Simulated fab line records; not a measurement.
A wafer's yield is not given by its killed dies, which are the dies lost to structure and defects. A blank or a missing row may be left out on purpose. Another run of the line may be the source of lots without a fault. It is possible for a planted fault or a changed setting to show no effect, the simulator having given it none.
Matching of chambers | flow gf180mcu | GF_V2_ETCH_16 on rie-diel-03: 4 sister chambers
The step etches BARC in N2/H2. 20 wafers are shown with their chamber, then 10 later ones without.

## WAFERS, EACH WITH ITS CHAMBER
wafer  | chamber | drypump-motor-current-A (A) | oes-product-au (a.u.) | throttle-valve-pct (%)
L076.1 | 3       | 5.1                         | 0.856                 | 13.235
L076.3 | 0       | 4.8                         | 0.849                 | 13.242
L076.4 | 2       | 5.3                         | 0.855                 | 13.238
L077.1 | 0       | 4.8                         | 0.856                 | 13.242
L077.5 | 3       | 5.1                         | 0.861                 | 13.222
L077.6 | 2       | 5.3                         | 0.859                 | 13.208
L079.2 | 0       | 4.8                         | 0.863                 | 13.210
L079.4 | 3       | 5.1                         | 0.852                 | 13.215
L079.5 | 3       | 5.1                         | 0.857                 | 13.219
L082.3 | 3       | 5.1                         | 0.847                 | 13.219
L082.4 | 2       | 5.3                         | 0.857                 | 13.220
L082.6 | 2       | 5.3                         | 0.852                 | 13.226
L083.2 | 1       | 6.8                         | 0.857                 | 13.224
L083.4 | 0       | 4.8                         | 0.848                 | 13.227
L083.6 | 3       | 5.1                         | 0.843                 | 13.221
L086.2 | 2       | 5.4                         | 0.853                 | 13.227
L086.3 | 0       | 4.8                         | 0.856                 | 13.218
L086.4 | 1       | 6.8                         | 0.854                 | 13.219
L092.1 | 0       | 4.8                         | 0.861                 | 13.216
L092.2 | 3       | 5.1                         | 0.855                 | 13.231

SIGNATURES (averages over the wafers above)
reading                 | chamber 0 | chamber 1 | chamber 2 | chamber 3 | scatter within a chamber
drypump-motor-current-A | 4.800     | 6.800     | 5.320     | 5.100     | 0.0224
oes-product-au          | 0.85550   | 0.85550   | 0.85520   | 0.85300   | 0.00532
throttle-valve-pct      | 13.22583  | 13.22150  | 13.22380  | 13.22314  | 0.0104
Rule: a wafer's distance from a chamber is the root of the sum, over the readings, of the square of ((its reading less the chamber's mean) divided by the reading's scatter). The wafer belongs to the nearest chamber; if the next one is less than 2 further off, it can't be placed. The scatter is the square root of a quotient: the sum, over the shown wafers, of each reading's squared deviation from its chamber's mean, divided by wafers minus chambers.

## WAFERS MISSING THEIR CHAMBER
wafer  | drypump-motor-current-A (A) | oes-product-au (a.u.) | throttle-valve-pct (%)
L092.6 | 5.1                         | 0.861                 | 13.223
L095.2 | 5.3                         | 0.858                 | 13.231
L095.4 | 6.8                         | 0.855                 | 13.234
L095.5 | 4.8                         | 0.854                 | 13.230
L094.2 | 5.2                         | 0.862                 | 13.212
L094.5 | 6.8                         | 0.854                 | 13.227
L094.6 | 5.4                         | 0.854                 | 13.228
L097.1 | 5.3                         | 0.859                 | 13.225
L097.2 | 6.7                         | 0.847                 | 13.230
L097.4 | 4.7                         | 0.855                 | 13.226

## CHAMBER TAKEN BY EACH
wafer  | from the rows above     | in truth
L092.6 | 3                       | 3
L095.2 | 2                       | 2
L095.4 | 1                       | 1
L095.5 | 0                       | 0
L094.2 | can't be placed: 3 or 2 | 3
L094.5 | 1                       | 1
L094.6 | 2                       | 2
L097.1 | 2                       | 2
L097.2 | 1                       | 1
L097.4 | 0                       | 0
Placed correctly: 9 of 10. Not placeable from these rows: 1 (in 1, the candidates include the true chamber). Wrongly placed: 0.
